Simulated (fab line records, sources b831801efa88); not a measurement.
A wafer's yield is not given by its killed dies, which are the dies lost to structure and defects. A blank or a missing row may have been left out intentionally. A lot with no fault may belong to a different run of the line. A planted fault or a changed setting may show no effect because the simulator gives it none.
8D (eight disciplines) problem report, filled in by code | flow gf180mcu | the parts of the form that need people (team, actions taken, sign-off) are left out

== 1. WHAT WENT WRONG ==
Mean of run_length_s at GF_POLY_GATE_ETCH_13: 80.6 s across 9 wafers in 3 lots; on wafers with no fault it is 97.8 s (standard deviation 0.38). Relative to the usual mean, that is a shift of -45 standard deviations.
The step: etches poly-Si in HBr/Cl2, stops on SiO2, target depth 198.5 nm, time 69.6 s.
The first sign was on wafer L866.1 at day 11 22:07, on rie_si-02. Wafers with a number at this step in the record: 21, from 7 lots. Rule for "out" (also "out of limits"): further than 4 standard deviations from the usual mean. The rest of the wafers with a number are treated as sound.

== 2. WHAT IT IS, WHAT IT ISN'T ==
question                    | is                     | is not
which readings at this step | run_length_s           | HBr_flow_sccm, throttle_valve_pct
which lots                  | L866, L867, L868       | L860, L862, L874, L876
which wafers of those lots  | all that have a number | -
read on which tools         | rie_si-02              | rie_si-01
when                        | from day 11 22:07      | up to then (6 sound wafers); but 6 sound wafers of L874, L876 came after

== 3. WHAT RULES OUT EACH SUSPECT ==
Counting: a tool stays on the suspect list if, at a process step up to the reading, it processed all lots that are out and no sound lot following the first of them.
- rie_si-02 at GF_POLY_GATE_ETCH_13 (etches poly-Si in HBr/Cl2, stops on SiO2, target depth 198.5 nm, time 69.6 s): kept. It processed each lot that is out, first L866 at day 11 22:07, and no sound lot thereafter; up to then, the last sound lot it processed was L862 at day 10 21:52. Its own run_length_s readings are out on those wafers.
After counting, what remains is rie_si-02 at GF_POLY_GATE_ETCH_13.

== 4. THE CAUSE (what the simulator had put in) ==
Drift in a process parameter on rie_si-02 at GF_POLY_GATE_ETCH_13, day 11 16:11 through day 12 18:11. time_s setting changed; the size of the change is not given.
Counting left only this tool.

== 5. THE EFFECT CHAIN, in route order ==
Each row: a reading where the mean over the struck wafers with a number is more than 3 standard deviations away from the usual. Scope: only readings with a usual standard deviation given in the record; hours: median across lots of the time from each lot's start at the first step in this table that gives one to its start at this step; sigmas: change in usual standard deviations.
hours | step                 | reading      | usual  | on struck wafers | change | sigmas
0     | GF_POLY_GATE_ETCH_13 | run_length_s | 97.8 s | 80.6             | -17.2  | -45
Its process steps:
- GF_POLY_GATE_ETCH_13: etches poly-Si in HBr/Cl2, stops on SiO2, target depth 198.5 nm, time 69.6 s.

== 6. HOW IT WOULD HAVE BEEN CAUGHT EARLIER ==
The fault began at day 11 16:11; the first out-of-limits reading in this record came at day 11 22:07, 6 hours later.
